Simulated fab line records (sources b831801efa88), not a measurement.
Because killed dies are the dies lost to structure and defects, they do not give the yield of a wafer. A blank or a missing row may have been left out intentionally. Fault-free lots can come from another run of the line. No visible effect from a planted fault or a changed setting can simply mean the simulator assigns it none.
A lot that was struck, set against a sound lot | flow sky130 | 17 steps out of a route of 708
Sound: wafers L861.1, L861.3, L861.6. The struck wafers were L854.2, L854.3, L854.6. The cause is named last.
Per side, at each step with rows, come the tool, then ch with its chambers, and then its first start. Under that, the readings that differ: sound wafers | struck wafers | difference of the means | sigmas: that difference in standard deviations of wafers without a fault.
alike: readings whose means differ by less than 2 such deviations, and words and numbers that are the same on both sides. not compared: withheld readings, readings that some wafer has no value for, bounds like >300 that may hide the same value, and numbers for which the record gives no deviation and whose values overlap.
A row with sigmas, a row that says differs or no value, or rows on one side alone: a step with any of these is where the two part. Numbers that don't overlap but have no deviation are shown without sigmas and don't part them. A reading missing from all wafers of one side parts the sides only when that side holds two or more wafers.

first, 3 steps without rows for these wafers: SKY_LI_CONTACT_EXPOSE_09 (exposes mask LICM1, target cd 170 nm); SKY_LI_CONTACT_PEB_10; SKY_LI_CONTACT_DEVELOP_11 (develop time 60 s).
SKY_LI_CONTACT_CD_MEAS_12: target cd 170 nm.
  sound: cd sem-01 at day 33 09:21; struck: cd sem-01 at day 31 00:29
  alike: cd nm
SKY_LI_CONTACT_OVL_MEAS_13:
  sound: overlay-02 at day 33 09:28; struck: overlay-02 at day 31 00:35
  alike: LI_CONTACT_OVL
SKY_LI_CONTACT_ETCH_14: etches BARC in N2/H2, stops on SiO2, time 45.9 s, target depth 60 nm.
  sound on rie diel-04 ch 1,3, day 33 09:31; struck on rie diel-04 ch 1,2,3, day 31 00:37
  alike: drypump motor current A, n2 flow sccm, oes product au, throttle valve pct
  not compared: rf hours counter h
SKY_LI_CONTACT_ETCH_15: etches PSG in C4F8/O2/Ar, stops on Si, target depth 600 nm.
  sound on rie diel-04 ch 1,3, day 33 09:33; struck on rie diel-04 ch 1,2,3, day 31 00:40
  alike: oes product au
SKY_LI_CONTACT_STRIP_16: strips in O2/N2.
  sound on plasma asher-01 ch 0,1, day 33 09:38; struck on plasma asher-01 ch 0,1, day 31 00:44
  alike: drypump motor current A, n2 flow sccm, oes product au, strip time to endpoint s
  not compared: rf hours counter h
then, 2 steps without rows for these wafers: SKY_LI_CONTACT_CLEAN_17 (cleans in NMP, time 600 s); SKY_LI_CONTACT_PRE_CLEAN_18 (time 5.6 s).
SKY_LI_CONTACT_SPUTTER_19: material Ti, target thk 20 nm, time 106.37 s.
  sound: pvd sputter-04 at day 33 09:56; struck: pvd sputter-01 at day 31 01:02
  alike: chamber pressure pa, throttle valve pct
SKY_LI_CONTACT_SPUTTER_20: material TiN, target thk 20 nm, time 80 s.
  sound: pvd sputter-04 at day 33 10:01; struck: pvd sputter-01 at day 31 01:07
  alike: chamber pressure pa, throttle valve pct
SKY_LI_CONTACT_CVD_21: deposits W, target thk 400 nm, time 120.56 s.
  sound on cvd w-02 ch 0,1, day 33 10:04; struck on cvd w-01 ch 0,1, day 31 01:10
  reading                                  | sound                | struck               | difference | sigmas
  susceptor temp C (C)                     | 399.68 399.71 400.16 | 395.00 395.01 394.98 | -4.85      | -20
  model.W_of_LI_CONTACT_CVD_21.thk nm (nm) | 397.9 397.4 399.6    | 361.4 361 355        | -39.2      |
  alike: chamber pressure Torr, heater power w
SKY_LI_CONTACT_RS_MEAS_22: measurement is done with a four-point probe.
  sound: film metro-03 at day 33 10:11; struck: film metro-02 at day 31 01:19
  reading                  | sound             | struck            | difference | sigmas
  LI_CONTACT_W_RS (ohm/sq) | 0.287 0.286 0.285 | 0.316 0.316 0.322 | +0.032     | +10
SKY_LI_CONTACT_THK_MEAS_23: measures by xrf.
  sound: film metro-03 at day 33 10:19; struck: film metro-02 at day 31 01:26
  reading               | sound       | struck      | difference | sigmas
  LI_CONTACT_W_THK (nm) | 398 398 402 | 366 366 358 | -36        | -6
then, 1 step without rows for these wafers: SKY_LI_CONTACT_CMP_24 (polishes, stops on PSG, t overpolish 20 s, target thk 0 nm).
-- the record jumps here: 16 days lie between the struck wafers' starts before and after (it left off in module LI_CONTACT and takes up again in module PAD_OPEN, whose first step shown is number 708 of the route) --
SKY_PAD_OPEN_PROBE_99:
  sound: prober-01 at day 48 21:20; struck: prober-02 at day 47 02:40
  reading            | sound    | struck | difference | sigmas
  killed at contacts | 23 11 22 | 32     | +13        | +3
  alike: killed_at_M0_to_M3, killed_at_M4_up, killed at front end, killed at other, killed dies, killed on rim, killed open, killed short

## WHERE THEY PART
First at SKY_LI_CONTACT_CVD_21; last, within this record, at SKY_PAD_OPEN_PROBE_99.

WHY: what the simulator had put in
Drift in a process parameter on cvd w-01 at SKY_LI_CONTACT_CVD_21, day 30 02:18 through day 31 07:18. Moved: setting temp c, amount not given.
